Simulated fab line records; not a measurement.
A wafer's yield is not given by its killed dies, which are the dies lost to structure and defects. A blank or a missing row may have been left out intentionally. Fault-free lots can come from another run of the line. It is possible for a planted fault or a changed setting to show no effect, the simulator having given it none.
Which tool did it?    flow gf180mcu    Sampling: 12 lots, 36 wafers, 5 of 602 route steps

WHAT THE GAUGES SHOWED, per wafer
GF_VT_IMPLANT_RS_MEAS_48: the measuring method here is four-point-probe.
lot   measured      on             LVPWELL_RS (ohm/sq)
L993  day 8 00:49   film_metro-03  1199 1198 1198
L994  day 8 06:29   film_metro-04  1198 1200 1195
L995  day 8 11:28   film_metro-03  1201 1199 1200
L997  day 9 01:05   film_metro-04  1198 1198 1198
L100  day 9 19:25   film_metro-01  1197 1195 1195
L102  day 10 08:33  film_metro-01  1198 1194 1195
L103  day 10 17:28  film_metro-01  1199 1200 1202
L104  day 10 22:20  film_metro-04  1193 1194 1189
L109  day 12 07:31  film_metro-01  1193 1196 1191
L112  day 13 00:43  film_metro-04  1193 1195 1195
L115  day 14 01:10  film_metro-03  1199 1192 1197
L114  day 14 02:25  film_metro-04  1200 1197 1200

GF_DUAL_GATE_THK_MEAS_03.
lot   measured      on             DUAL_GATE_OXIDATION_00_THK (nm)
L993  day 8 02:41   film_metro-04  11.08 11.16 10.93
L994  day 8 08:20   film_metro-01  11.13 10.98 11.03
L995  day 8 13:31   film_metro-01  11.07 10.92 11.14
L997  day 9 03:02   film_metro-04  11.23 11.13 11.18
L100  day 9 22:33   film_metro-01  10.72 10.68 10.64
L102  day 10 10:25  film_metro-02  10.98 10.92 10.97
L103  day 10 23:02  film_metro-02  10.82 10.70 10.66
L104  day 11 05:55  film_metro-04  10.70 10.79 10.70
L109  day 12 09:41  film_metro-04  10.83 10.77 10.65
L112  day 13 03:33  film_metro-02  10.93 10.73 10.84
L115  day 14 06:35  film_metro-04  10.73 10.78 11.02
L114  day 14 06:34  film_metro-01  10.54 10.56 10.19

GF_POLY_GATE_THK_MEAS_01.
lot   measured      on             POLY_GATE_CVD_00_THK (nm)
L993  day 8 23:17   film_metro-02  200.0 203.7 201.6
L994  day 9 03:44   film_metro-02  200.9 199.8 200.3
L995  day 9 11:47   film_metro-03  202.6 202.6 202.9
L997  day 10 00:31  film_metro-02  202.1 202.0 202.1
L100  day 10 20:32  film_metro-02  197.9 199.1 197.6
L102  day 11 10:10  film_metro-01  200.2 202.9 201.1
L103  day 11 22:48  film_metro-02  247.0 246.0 244.4 247.0 245.9 244.7
L104  day 12 02:52  film_metro-02  245.8 245.9 245.1 245.7 245.9 245.1
L109  day 13 08:53  film_metro-01  199.4 198.1 199.3
L112  day 14 07:44  film_metro-02  198.2 199.4 197.1
L115  day 15 09:12  film_metro-02  201.6 199.2 200.7
L114  day 15 08:07  film_metro-03  198.8 198.3 197.9

WHICH TOOL RAN EACH LOT (tool, then ch and the chambers of the sampled wafers, then the start)
lot   GF_DUAL_GATE_STRIP_13                 GF_POLY_GATE_CVD_00
L993  plasma_asher-01 ch 0,1, day 8 19:03   lpcvd-01 ch 1, day 8 21:57
L994  plasma_asher-03 ch 0,1, day 9 00:41   lpcvd-01 ch 1, day 9 02:23
L995  plasma_asher-02 ch 0,1, day 9 06:32   lpcvd-01 ch 0, day 9 10:25
L997  plasma_asher-02 ch 0,1, day 9 20:27   lpcvd-02 ch 1, day 9 23:10
L100  plasma_asher-03 ch 0,1, day 10 16:14  lpcvd-02 ch 1, day 10 19:13
L102  plasma_asher-03 ch 0,1, day 11 04:11  lpcvd-02 ch 0, day 11 08:50
L103  plasma_asher-03 ch 0,1, day 11 16:33  lpcvd-02 ch 0, day 11 21:28
L104  plasma_asher-02 ch 0,1, day 11 23:50  lpcvd-02 ch 0, day 12 01:30
L109  plasma_asher-02 ch 0,1, day 13 05:51  lpcvd-01 ch 0, day 13 07:34
L112  plasma_asher-03 ch 0,1, day 14 00:32  lpcvd-01 ch 0, day 14 06:25
L115  plasma_asher-03 ch 0,1, day 15 04:15  lpcvd-01 ch 0, day 15 07:52
L114  plasma_asher-02 ch 0,1, day 15 04:05  lpcvd-02 ch 0, day 15 06:47
- GF_DUAL_GATE_STRIP_13: strips in O2/N2.
- GF_POLY_GATE_CVD_00: deposits poly-Si, target thk 200 nm, time 1200 s.

WHAT THE TOOLS THEMSELVES READ (means of the sampled wafers that have a number; where no wafer has one, the mark that the record gives instead)
GF_DUAL_GATE_STRIP_13.
lot   tool             chamber_pressure_mTorr (mTorr)  drypump_motor_current_A (A)  heater_power_w (W)  oes_product_au (a.u.)  platen_temp_c (C)  strip_time_to_endpoint_s (s)
L993  plasma_asher-01  1500.2                          5.6                          329                 0.718                  249.82             12.63
L994  plasma_asher-03  1499.7                          5.1                          330                 0.718                  250.04             12.67
L995  plasma_asher-02  1500.0                          5.8                          334                 0.718                  249.89             12.62
L997  plasma_asher-02  1499.5                          5.8                          335                 0.712                  249.97             12.56
L100  plasma_asher-03  1499.8                          5.5                          331                 0.716                  250.18             12.67
L102  plasma_asher-03  1500.2                          5.5                          337                 0.718                  250.13             12.62
L103  plasma_asher-03  1499.5                          5.1                          332                 0.713                  249.80             12.61
L104  plasma_asher-02  1502.0                          5.2                          312                 0.713                  249.98             12.62
L109  plasma_asher-02  1499.8                          5.3                          310                 0.717                  250.01             12.62
L112  plasma_asher-03  1500.3                          5.5                          331                 0.714                  250.02             12.64
L115  plasma_asher-03  1500.1                          5.1                          333                 0.718                  250.28             12.60
L114  plasma_asher-02  1500.7                          5.3                          311                 0.713                  250.23             12.64

GF_POLY_GATE_CVD_00.
lot   tool      spike_tc_bottom_C (C)  zone_power_centre_pct (%)
L993  lpcvd-01  635                    10.5
L994  lpcvd-01  635                    10.6
L995  lpcvd-01  641                    8.7
L997  lpcvd-02  645                    8.9
L100  lpcvd-02  644                    8.9
L102  lpcvd-02  644                    9.6
L103  lpcvd-02  644                    9.7
L104  lpcvd-02  644                    9.6
L109  lpcvd-01  641                    8.6
L112  lpcvd-01  641                    8.6
L115  lpcvd-01  642                    8.7
L114  lpcvd-02  644                    9.6

THE ANSWER, worked out from the rows above alone
Rule: usual is defined by the lots themselves. The widest of any qualifying gaps counts: lots, ordered by their means at a reading, are off when they make up no more than a third of the lots, leave a main group of 4 or more, and stand apart from it by 3 or more times the standard deviation of that group's means. A main group whose means are all the same, to the digits that the tables above print for the reading, isn't used. A lot without any number at a reading at which 4 lots or more have one is off too. The other lots that the step has rows for count as sound. Order of review: gauges by route order, followed by the tools' own readings, for which a lot's mean as printed above is used. The first step at which some lot is off is used, and at that step the reading that is off furthest; a lot without a number counts as furthest.
Off: L103, L104, at GF_POLY_GATE_THK_MEAS_01 (POLY_GATE_CVD_00_THK). The main group has a mean of 200.2 nm with a standard deviation of 1.6.
A tool fits if, at a process step before that reading, it ran every lot that is off, and no sound lot after the first of them. The gauges at GF_POLY_GATE_THK_MEAS_01 are tried like those tools. Of those tried, none fits.

WHAT HAD BEEN PUT IN BY THE SIMULATOR
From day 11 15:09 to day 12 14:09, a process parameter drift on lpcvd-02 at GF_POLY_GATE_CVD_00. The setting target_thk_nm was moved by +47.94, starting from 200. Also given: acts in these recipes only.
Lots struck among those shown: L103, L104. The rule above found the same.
